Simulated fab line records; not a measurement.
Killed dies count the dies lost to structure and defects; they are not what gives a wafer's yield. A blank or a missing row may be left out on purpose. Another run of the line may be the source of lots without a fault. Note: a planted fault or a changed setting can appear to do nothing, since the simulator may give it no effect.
The tool behind it: which one? -- flow sky130 -- Sampling: 12 lots, 36 wafers, 3 of 708 route steps

## WHAT EACH GAUGE READ, for each wafer
SKY_VT_ADJUST_PCH_TW_MEAS_10.
lot,measured,on,VT_ADJUST_PCH_TW
L536,day 11 04:04,filmMetro-01,142.7 142.3 141.5
L538,day 11 14:43,filmMetro-01,142.4 142.6 142.2
L540,day 12 03:48,filmMetro-04,140.8 140.5 141.0
L542,day 13 01:56,filmMetro-01,142.3 143.1 143.3
L543,day 13 06:27,filmMetro-04,140.8 140.8 139.9
L546,day 14 06:34,filmMetro-04,140.8 140.7 141.3
L547,day 14 12:31,filmMetro-01,143.1 142.5 142.2
L553,day 16 09:31,filmMetro-01,142.0 142.4 141.9
L554,day 16 18:40,filmMetro-04,141.3 142.0 141.1
L555,day 17 00:00,filmMetro-02,141.3 141.6 140.8
L556,day 17 10:46,filmMetro-01,141.9 142.6 141.7
L557,day 17 19:24,filmMetro-04,141.3 142.2 142.0

SKY_SONOS_ONO_CD_MEAS_13: the cd target is 410 nm.
lot,measured,on,cdNm (nm)
L536,day 13 11:32,cdSem-01,411.4 410.0 409.7
L538,day 13 21:47,cdSem-01,409.6 410.3 409.8
L540,day 14 10:55,cdSem-01,409.6 407.1 409.0
L542,day 15 13:53,cdSem-02,411.1 411.5 412.7
L543,day 15 19:40,cdSem-02,409.6 408.5 408.4
L546,day 16 15:44,cdSem-02,409.5 408.5 408.4
L547,day 17 01:41,cdSem-02,410.9 412.6 414.1
L553,day 19 02:44,cdSem-02,409.4 410.1 410.0
L554,day 19 11:38,cdSem-01,410.3 410.3 411.9
L555,day 19 18:01,cdSem-02,408.4 410.2 410.7
L556,day 20 03:50,cdSem-01,411.4 409.9 410.6
L557,day 20 14:10,cdSem-01,405.6 406.4 407.7

SKY_GATE_OXIDE_TW_MEAS_14.
lot,measured,on,GATE_OXIDE_TW
L536,day 14 14:40,filmMetro-04,220.4 220.3 220.9
L538,day 15 03:13,filmMetro-03,217.1 217.8 218.9
L540,day 15 17:19,filmMetro-03,218.5 217.6 218.7
L542,day 16 22:21,filmMetro-04,220.3 221.3 220.4
L543,day 17 02:04,filmMetro-02,221.7 221.4 222.0
L546,day 18 00:29,filmMetro-02,223.1 222.6 223.3
L547,day 18 11:31,filmMetro-02,222.8 222.7 223.6
L553,day 20 13:28,filmMetro-04,222.0 222.3 222.5
L554,day 20 21:28,filmMetro-03,218.5 217.9 218.4
L555,day 21 03:07,filmMetro-04,220.9 220.7 220.4
L556,day 21 13:07,filmMetro-04,220.9 221.2 220.3
L557,day 22 00:25,filmMetro-03,218.9 219.4 218.2

## WHICH TOOL RAN EACH LOT (tool, then ch and the chambers of the sampled wafers, then the start)
The record holds no process step before these readings.

## AS READ BY THE TOOLS THEMSELVES (means over the sampled wafers that have a number; for cases with no such wafer, the mark the record gives instead)
The record holds no such reading with a usual standard deviation.

## THE ANSWER, worked out from the rows above alone
Rule: usual is defined by the lots themselves. The widest of any qualifying gaps counts: lots, ordered by their means at a reading, are off when they make up no more than a third of the lots, leave a main group of 4 or more, and stand apart from it by 3 or more times the standard deviation of that group's means. A main group is skipped when, at the precision printed for the reading in the tables above, its means are all equal. A lot without any number at a reading at which 4 lots or more have one is off too. All remaining lots with rows at the step are treated as sound. After the gauges, taken in route order, come the tools' own readings; for these a lot's mean is taken, as printed above. The first step at which some lot is off is used, and at that step the reading that is off furthest; a lot without a number counts as furthest.
No lot is off at any reading shown: from this, nothing can be told.

## WHAT THE SIMULATOR HAD INSERTED
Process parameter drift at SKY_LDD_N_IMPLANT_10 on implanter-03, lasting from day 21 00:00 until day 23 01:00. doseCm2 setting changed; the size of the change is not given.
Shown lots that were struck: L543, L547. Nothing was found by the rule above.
